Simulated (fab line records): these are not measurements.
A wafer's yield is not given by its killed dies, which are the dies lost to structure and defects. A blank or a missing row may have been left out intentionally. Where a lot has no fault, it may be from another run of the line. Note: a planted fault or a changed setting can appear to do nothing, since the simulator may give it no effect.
Commonality check across tools + flow sky130 + 10 lots, 30 wafers sampled

## THE REASON FOR OPENING IT
At SKY_POLY_GATE_THK_MEAS_04 the reading POLY_GATE_CVD_03_THK is flagged on 1 of 10 lots. Wafers without a fault read 74.9 nm, standard deviation 0.68.
Rule: a lot gets a flag if all its wafers with a number sit over 4 standard deviations from that mean, or if no wafer of it has a number. As for the other lots, they are considered sound.

| lot  | measured     | on            | POLY_GATE_CVD_03_THK (nm), wafer by wafer | flag    |
|------|--------------|---------------|-------------------------------------------|---------|
| L959 | day 14 23:02 | film metro-03 | 75.0 75.0 75.5                            |         |
| L964 | day 17 06:35 | film metro-03 | 57.1 54.5 54.8                            | FLAGGED |
| L972 | day 20 08:07 | film metro-04 | 75.3 75.7 74.6                            |         |
| L974 | day 20 13:17 | film metro-04 | 74.8 74.8 74.8                            |         |
| L975 | day 20 21:35 | film metro-01 | 74.2 73.3 74.1                            |         |
| L976 | day 21 15:26 | film metro-03 | 75.3 74.4 73.8                            |         |
| L978 | day 22 15:53 | film metro-01 | 73.9 74.8 74.5                            |         |
| L979 | day 22 19:45 | film metro-03 | 75.3 74.7 75.3                            |         |
| L980 | day 23 01:03 | film metro-01 | 75.5 75.4 75.1                            |         |
| L981 | day 23 07:37 | film metro-03 | 74.3 74.5 74.4                            |         |
The mean of the flagged lots' numbers is 55.5 nm, -19.4 nm from the usual (-29 standard deviations).

## TOOL THAT RAN EACH LOT
The record holds 1 process step before the reading, out of a route of 708 steps. Every cell lists first the tool, next ch and the chambers used by the sampled wafers, and last the start.
| lot  | flag    | SKY_POLY_GATE_CVD_03        |
|------|---------|-----------------------------|
| L959 |         | lpcvd-02 ch 0, day 14 21:40 |
| L964 | FLAGGED | lpcvd-02 ch 1, day 17 05:13 |
| L972 |         | lpcvd-02 ch 0, day 20 06:46 |
| L974 |         | lpcvd-02 ch 0, day 20 11:55 |
| L975 |         | lpcvd-02 ch 0, day 20 20:14 |
| L976 |         | lpcvd-02 ch 1, day 21 12:22 |
| L978 |         | lpcvd-02 ch 0, day 22 13:50 |
| L979 |         | lpcvd-02 ch 1, day 22 17:41 |
| L980 |         | lpcvd-02 ch 1, day 22 23:01 |
| L981 |         | lpcvd-02 ch 0, day 23 05:34 |
What these steps do:
- SKY_POLY_GATE_CVD_03: deposits Si3N4 from DCS/NH3, target thk 75 nm, time 1290 s.
- SKY_POLY_GATE_THK_MEAS_04

## FLAGGED OVER TOTAL, TOOL BY TOOL (the gauges that took the reading come last)
| step                      | tool          | lots run | flagged | share of the flagged lots | sound lots run after its first flagged lot  |
|---------------------------|---------------|----------|---------|---------------------------|---------------------------------------------|
| SKY_POLY_GATE_CVD_03      | lpcvd-02      | 10       | 1       | all                       | 8 (L972,L974,L975,L976,L978,L979,L980,L981) |
| SKY_POLY_GATE_THK_MEAS_04 | film metro-01 | 3        | 0       | none                      | -                                           |
| SKY_POLY_GATE_THK_MEAS_04 | film metro-03 | 5        | 1       | all                       | 3 (L976,L979,L981)                          |
| SKY_POLY_GATE_THK_MEAS_04 | film metro-04 | 2        | 0       | none                      | -                                           |

## WHAT THE TABLE ALLOWS
Every flagged lot went through 2 rows of the table: lpcvd-02 at SKY_POLY_GATE_CVD_03 and film metro-03 at SKY_POLY_GATE_THK_MEAS_04.
- lpcvd-02 at SKY_POLY_GATE_CVD_03 ran 10 lots, 1 of them flagged. Lots that were sound ran on it after the first flagged one (L972, L974, L975, L976, L978, L979, L980, L981); a persistent fault on the entire tool would not allow that. Its own readings lie more than 4 standard deviations out on every wafer of the flagged lots: spike tc lower C, zone power bottom pct, zone power lower pct.
- film metro-03 at SKY_POLY_GATE_THK_MEAS_04 ran 5 lots, 1 of them flagged. Lots that were sound ran on it after the first flagged one (L976, L979, L981); a persistent fault on the entire tool would not allow that.
None of the table's rows ran every flagged lot and, after the first, no sound lot.

## WHAT WAS PUT IN BY THE SIMULATOR
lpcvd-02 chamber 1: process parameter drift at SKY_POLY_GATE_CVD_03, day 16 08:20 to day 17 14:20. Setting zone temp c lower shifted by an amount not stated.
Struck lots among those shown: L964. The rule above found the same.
